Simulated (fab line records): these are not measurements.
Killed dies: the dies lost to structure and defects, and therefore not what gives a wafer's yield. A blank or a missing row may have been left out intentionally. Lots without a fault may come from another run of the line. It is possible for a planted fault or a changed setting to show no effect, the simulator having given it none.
Which tool was responsible? || flow sky130 || 33 wafers from 11 lots sampled at 3 of the route's 708 steps

WHAT EACH GAUGE READ, for each wafer
SKY_VIA3_OVL_MEAS_13. Usual: VIA3_OVL 2 nm, standard deviation 5.4.
{"lot": "L116", "measured": "day 39 23:32", "on": "overlay-01", "VIA3_OVL (nm)": "-1 -7 0", "flag": ""}
{"lot": "L121", "measured": "day 41 10:15", "on": "overlay-01", "VIA3_OVL (nm)": "1 -5 0", "flag": ""}
{"lot": "L124", "measured": "day 42 07:05", "on": "overlay-01", "VIA3_OVL (nm)": "-6 1 -5", "flag": ""}
{"lot": "L125", "measured": "day 42 22:50", "on": "overlay-01", "VIA3_OVL (nm)": "1 0 6", "flag": ""}
{"lot": "L129", "measured": "day 43 19:03", "on": "overlay-01", "VIA3_OVL (nm)": "5 -2 -1", "flag": ""}
{"lot": "L130", "measured": "day 44 06:24", "on": "overlay-02", "VIA3_OVL (nm)": "-2 2 -4", "flag": ""}
{"lot": "L133", "measured": "day 44 22:44", "on": "overlay-01", "VIA3_OVL (nm)": "1 0 6", "flag": ""}
{"lot": "L135", "measured": "day 45 11:44", "on": "overlay-02", "VIA3_OVL (nm)": "-1 3 0", "flag": ""}
{"lot": "L136", "measured": "day 45 13:59", "on": "overlay-02", "VIA3_OVL (nm)": "3 5 4", "flag": ""}
{"lot": "L137", "measured": "day 45 17:32", "on": "overlay-02", "VIA3_OVL (nm)": "8 11 10", "flag": ""}
{"lot": "L138", "measured": "day 46 12:58", "on": "overlay-01", "VIA3_OVL (nm)": "12 5 10", "flag": ""}

SKY_METAL5_THK_MEAS_06: measures by xrf. Usual: METAL5_ALCU_THK 1158 nm, standard deviation 15.
{"lot": "L116", "measured": "day 43 05:02", "on": "film_metro-02", "METAL5_ALCU_THK (nm)": "1173 1178 1156", "flag": ""}
{"lot": "L121", "measured": "day 44 13:11", "on": "film_metro-02", "METAL5_ALCU_THK (nm)": "1143 1128 1131", "flag": ""}
{"lot": "L124", "measured": "day 45 08:00", "on": "film_metro-01", "METAL5_ALCU_THK (nm)": "1168 1166 1163", "flag": ""}
{"lot": "L125", "measured": "day 45 20:51", "on": "film_metro-02", "METAL5_ALCU_THK (nm)": "1153 1164 1147", "flag": ""}
{"lot": "L129", "measured": "day 46 16:31", "on": "film_metro-04", "METAL5_ALCU_THK (nm)": "1192 1199 1194", "flag": ""}
{"lot": "L130", "measured": "day 47 04:09", "on": "film_metro-01", "METAL5_ALCU_THK (nm)": "1176 1157 1162", "flag": ""}
{"lot": "L133", "measured": "day 47 17:46", "on": "film_metro-04", "METAL5_ALCU_THK (nm)": "1166 1162 1171", "flag": ""}
{"lot": "L135", "measured": "day 48 05:04", "on": "film_metro-01", "METAL5_ALCU_THK (nm)": "1171 1160 1170", "flag": ""}
{"lot": "L136", "measured": "day 48 08:02", "on": "film_metro-01", "METAL5_ALCU_THK (nm)": "1141 1154 1142", "flag": ""}
{"lot": "L137", "measured": "day 48 11:13", "on": "film_metro-02", "METAL5_ALCU_THK (nm)": "1149 1161 1163", "flag": ""}
{"lot": "L138", "measured": "day 49 03:38", "on": "film_metro-02", "METAL5_ALCU_THK (nm)": "1150 1139 1164", "flag": ""}

WHAT TOOL EACH LOT RAN ON (gives the tool, then ch and the chambers of the sampled wafers, and finally the start)
{"lot": "L116", "SKY_METAL4_DESCUM_15": "rie_metal-04 ch 0,1, day 42 02:20"}
{"lot": "L121", "SKY_METAL4_DESCUM_15": "rie_metal-03 ch 0,1, day 43 11:05"}
{"lot": "L124", "SKY_METAL4_DESCUM_15": "rie_metal-04 ch 0,1, day 44 07:25"}
{"lot": "L125", "SKY_METAL4_DESCUM_15": "rie_metal-04 ch 0,1, day 44 21:26"}
{"lot": "L129", "SKY_METAL4_DESCUM_15": "rie_metal-04 ch 0,1, day 45 17:05"}
{"lot": "L130", "SKY_METAL4_DESCUM_15": "rie_metal-02 ch 0,1, day 46 04:02"}
{"lot": "L133", "SKY_METAL4_DESCUM_15": "rie_metal-04 ch 0,1, day 46 19:02"}
{"lot": "L135", "SKY_METAL4_DESCUM_15": "rie_metal-04 ch 0,1, day 47 06:59"}
{"lot": "L136", "SKY_METAL4_DESCUM_15": "rie_metal-02 ch 0,1, day 47 09:50"}
{"lot": "L137", "SKY_METAL4_DESCUM_15": "rie_metal-02 ch 0,1, day 47 13:17"}
{"lot": "L138", "SKY_METAL4_DESCUM_15": "rie_metal-04 ch 0,1, day 48 06:34"}
- SKY_METAL4_DESCUM_15: chemistry O2, time 8 s.

AS READ BY THE TOOLS THEMSELVES (means over the sampled wafers that have a number; for cases with no such wafer, the mark the record gives instead)
SKY_METAL4_DESCUM_15. Usual: drypump_motor_current_A 5.7 A, standard deviation 0.5; oes_product_au 1.000 a.u., standard deviation 0.0069.
{"lot": "L116", "tool": "rie_metal-04", "drypump_motor_current_A (A)": 5.5, "oes_product_au (a.u.)": 1.010, "flag": ""}
{"lot": "L121", "tool": "rie_metal-03", "drypump_motor_current_A (A)": 5.5, "oes_product_au (a.u.)": 0.997, "flag": ""}
{"lot": "L124", "tool": "rie_metal-04", "drypump_motor_current_A (A)": 5.5, "oes_product_au (a.u.)": 1.004, "flag": ""}
{"lot": "L125", "tool": "rie_metal-04", "drypump_motor_current_A (A)": 5.9, "oes_product_au (a.u.)": 0.997, "flag": ""}
{"lot": "L129", "tool": "rie_metal-04", "drypump_motor_current_A (A)": 5.8, "oes_product_au (a.u.)": 0.993, "flag": ""}
{"lot": "L130", "tool": "rie_metal-02", "drypump_motor_current_A (A)": 6.3, "oes_product_au (a.u.)": 1.006, "flag": ""}
{"lot": "L133", "tool": "rie_metal-04", "drypump_motor_current_A (A)": 5.5, "oes_product_au (a.u.)": 0.995, "flag": ""}
{"lot": "L135", "tool": "rie_metal-04", "drypump_motor_current_A (A)": 5.5, "oes_product_au (a.u.)": 1.000, "flag": ""}
{"lot": "L136", "tool": "rie_metal-02", "drypump_motor_current_A (A)": 6.3, "oes_product_au (a.u.)": 1.011, "flag": ""}
{"lot": "L137", "tool": "rie_metal-02", "drypump_motor_current_A (A)": 6.3, "oes_product_au (a.u.)": 1.007, "flag": ""}
{"lot": "L138", "tool": "rie_metal-04", "drypump_motor_current_A (A)": 5.5, "oes_product_au (a.u.)": 0.994, "flag": ""}

THE ANSWER, worked out from the rows above alone
Rule: take the mean of a lot's wafers that have a number; if it is more than 3 standard deviations from the usual mean, the lot is off. A lot without any number at a reading at which 4 lots or more have one is off too. All remaining lots with rows at the step are treated as sound. The gauges are gone through in route order, then the tools' own readings, and for those a lot's mean is taken as printed above. The first step at which some lot is off is used, and at that step the reading that is off furthest; a lot without a number counts as furthest.
None of the lots is off at any reading shown; this tells nothing.

WHAT THE SIMULATOR HAD PUT IN
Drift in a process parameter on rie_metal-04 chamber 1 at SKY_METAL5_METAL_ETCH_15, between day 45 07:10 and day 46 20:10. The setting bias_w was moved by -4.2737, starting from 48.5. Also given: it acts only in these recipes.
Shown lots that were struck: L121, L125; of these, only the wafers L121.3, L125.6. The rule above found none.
